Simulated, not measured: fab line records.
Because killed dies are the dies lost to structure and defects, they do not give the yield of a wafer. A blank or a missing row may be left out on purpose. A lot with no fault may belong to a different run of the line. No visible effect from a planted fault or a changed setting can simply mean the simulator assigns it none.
One fault seen from 2 desks	flow gf180mcu	only its own numbers are on each desk; what lay behind them is given at the end

THE TOOL OWNER'S DESK: plasma_asher-04
The tool's own readings at GF_PSD_STRIP_10 (strips in O2/N2): means of the sampled wafers that have a number, for each lot that ran on this tool. If a lot's mean is further than 4 standard deviations from the usual mean, the lot is out of limits and carries the mark OUT (the distance appears in the brackets).
Columns: A = drypump_motor_current_A at GF_PSD_STRIP_10, usual 5.5 A; B = heater_power_w at GF_PSD_STRIP_10, usual 290 W; C = o2_flow_sccm at GF_PSD_STRIP_10, usual 3001 sccm; D = oes_product_au at GF_PSD_STRIP_10, usual 0.589 a.u.; E = strip_time_to_endpoint_s at GF_PSD_STRIP_10, usual 16.69 s
lot	first seen here	A	B	C	D	E
L306	day 14 19:52	5.1	255	3006	0.587	16.74
L310	day 16 09:19	4.9	296	2999	0.587	16.68
L316	day 18 14:35	5.0	277	2998	0.587	16.65
L324	day 21 03:28	5.0	281	3603 (+73) OUT	0.593	16.46 (-6.1) OUT
L325	day 21 14:04	5.0	273	3597 (+73) OUT	0.588	16.53 (-4.2) OUT
This desk's verdict: out of limits on L324, L325, starting with L324 at day 21 03:28 (o2_flow_sccm at GF_PSD_STRIP_10). L306, L310, L316 stayed within limits.

METROLOGY DESK
What the gauges read, lot by lot, whatever tool the lot ran on: means of the sampled wafers that have a number. If a lot's mean is further than 4 standard deviations from the usual mean, the lot is out of limits and carries the mark OUT (the distance appears in the brackets).
Columns: A = VT_IMPLANT_02_OVL at GF_VT_IMPLANT_OVL_MEAS_29, usual 1.4 nm; B = cd_nm at GF_M1_CD_MEAS_14, usual 229.8 nm
lot	first seen here	A	B
L304	day 6 21:46	2.4	229.3
L306	day 7 07:55	0.3	229.3
L310	day 8 10:52	2.3	229.7
L311	day 8 16:37	2.4	228.6
L312	day 9 00:19	2.9	228.8
L313	day 9 11:05	-1.9	228.7
L314	day 9 13:55	3.4	228.6
L315	day 9 21:13	2.2	229.2
L316	day 10 03:08	2.6	230.6
L318	day 10 15:16	-1.4	228.9
L321	day 11 14:40	1.1	228.3
L324	day 12 05:19	-0.1	230.2
L325	day 12 13:52	2.2	231.2
Result from this desk: across the 13 lots, nothing is out of limits.

BROUGHT TOGETHER
The tool owner's desk had the chance to raise an alarm at day 21 03:28 on L324, L325.
From the metrology desk's view, nothing was out of limits.
The metrology desk has L324, L325 on record, within its limits.
On plasma_asher-04, each named lot ran GF_PSD_STRIP_10.

WHAT THE SIMULATOR HAD PUT IN
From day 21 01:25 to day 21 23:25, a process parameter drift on plasma_asher-04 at GF_PSD_STRIP_10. The setting o2_flow_sccm was moved by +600, starting from 3000. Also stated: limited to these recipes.
Struck lots among those shown: L324, L325.
Time in hours from fault onset to the first out-of-limits reading at each desk: the tool owner's desk, 2.
